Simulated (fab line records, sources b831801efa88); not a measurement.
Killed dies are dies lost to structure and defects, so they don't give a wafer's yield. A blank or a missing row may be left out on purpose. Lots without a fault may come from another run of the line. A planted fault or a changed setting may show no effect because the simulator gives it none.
A struck lot beside a sound one | flow sky130 | 17 steps out of a route of 708
Sound: wafers L443.1, L443.2, L443.5. Struck: wafers L449.1, L449.2, L449.5. The cause comes at the end.
At each step with rows: each side's tool, then ch and its chambers, then its first start. Under that, the readings that differ: sound wafers | struck wafers | difference of the means | sigmas: that difference in standard deviations of wafers without a fault.
alike: readings whose means differ by less than 2 such deviations, and words and numbers that are the same on both sides. not compared: withheld readings, readings that some wafer has no value for, bounds like >300 that may hide the same value, and numbers for which the record gives no deviation and whose values overlap.
The two part at a step that has a row with sigmas, a row that says differs or no value, or rows on one side only. Numbers that don't overlap but have no deviation are shown without sigmas and don't part them. A reading that every wafer of one side lacks parts them only if that side has two wafers or more.

first, 2 steps without rows for these wafers: SKY_NWELL_IMPLANT_12; SKY_NWELL_IMPLANT_13.
SKY_NWELL_STRIP_14: strips in O2/N2.
  sound on plasma_asher-04 ch 0,1, day 6 09:55; struck on plasma_asher-03 ch 0,1, day 7 18:40
  alike: drypump_motor_current_A, oes_product_au, strip_time_to_endpoint_s
  not compared: rf_hours_counter_h
SKY_NWELL_TW_MEAS_15:
  sound on film_metro-02, day 6 10:01; struck on film_metro-01, day 7 18:46
  alike: NWELL_TW
then, 7 steps without rows for these wafers: SKY_NWELL_DEHYDRATE_16 (time 60 s); SKY_NWELL_HMDS_17 (prime time 60 s); SKY_NWELL_COAT_18 (resist thk 3000 nm); SKY_NWELL_SOFTBAKE_19; SKY_NWELL_EXPOSE_20 (exposes mask NWM COMPLEMENT, target cd 840 nm); SKY_NWELL_PEB_21; SKY_NWELL_DEVELOP_22 (develop time 60 s).
SKY_NWELL_OVL_MEAS_23:
  sound on overlay-01, day 7 04:32; struck on overlay-02, day 8 15:05
  alike: NWELL_01_OVL
SKY_NWELL_IMPLANT_24:
  sound on implanter-02 ch 0, day 7 04:34; struck on implanter-02 ch 0, day 8 15:08
  reading                   | sound             | struck            | difference | sigmas
  implant_ion_amu           | 11 11 11          | 49 49 49          | +38        |
  model.implant.drp_nm (nm) | 95.47 95.47 95.47 | 44.43 44.43 44.43 | -51.04     |
SKY_NWELL_STRIP_25: strips in O2/N2.
  sound on plasma_asher-03 ch 0,1, day 7 04:43; struck on plasma_asher-04 ch 0,1, day 8 15:17
  alike: drypump_motor_current_A, oes_product_au, strip_time_to_endpoint_s
  not compared: rf_hours_counter_h
SKY_NWELL_TW_MEAS_26:
  sound on film_metro-02, day 7 04:49; struck on film_metro-02, day 8 15:23
  reading    | sound       | struck      | difference | sigmas
  NWELL_2_TW | 500 499 501 | 951 953 950 | +451       | +84
then, 1 step without rows for these wafers: SKY_NWELL_CLEAN_27 (cleans in SC1/SC2, time 150 s).
-- the record jumps here: 40 days lie between the struck wafers' starts before and after (it left off in module NWELL and takes up again in module PAD_OPEN, whose first step shown is number 708 of the route) --
SKY_PAD_OPEN_PROBE_99:
  sound on prober-01, day 47 19:29; struck on prober-02, day 49 02:08
  reading             | sound    | struck   | difference | sigmas
  killed_at_M4_up     | 1 2 2    | 3 7 6    | +4         | +2
  killed_at_contacts  | 19 19 20 | 31 35 35 | +14        | +2
  killed_at_front_end | 19 20 18 | 8 8 12   | -10        | -2
  alike: killed_at_M0_to_M3, killed_at_other, killed_dies, killed_open, killed_short

WHERE THEY PART
First at SKY_NWELL_TW_MEAS_26; last, within this record, at SKY_PAD_OPEN_PROBE_99.

WHY: what the simulator had put in
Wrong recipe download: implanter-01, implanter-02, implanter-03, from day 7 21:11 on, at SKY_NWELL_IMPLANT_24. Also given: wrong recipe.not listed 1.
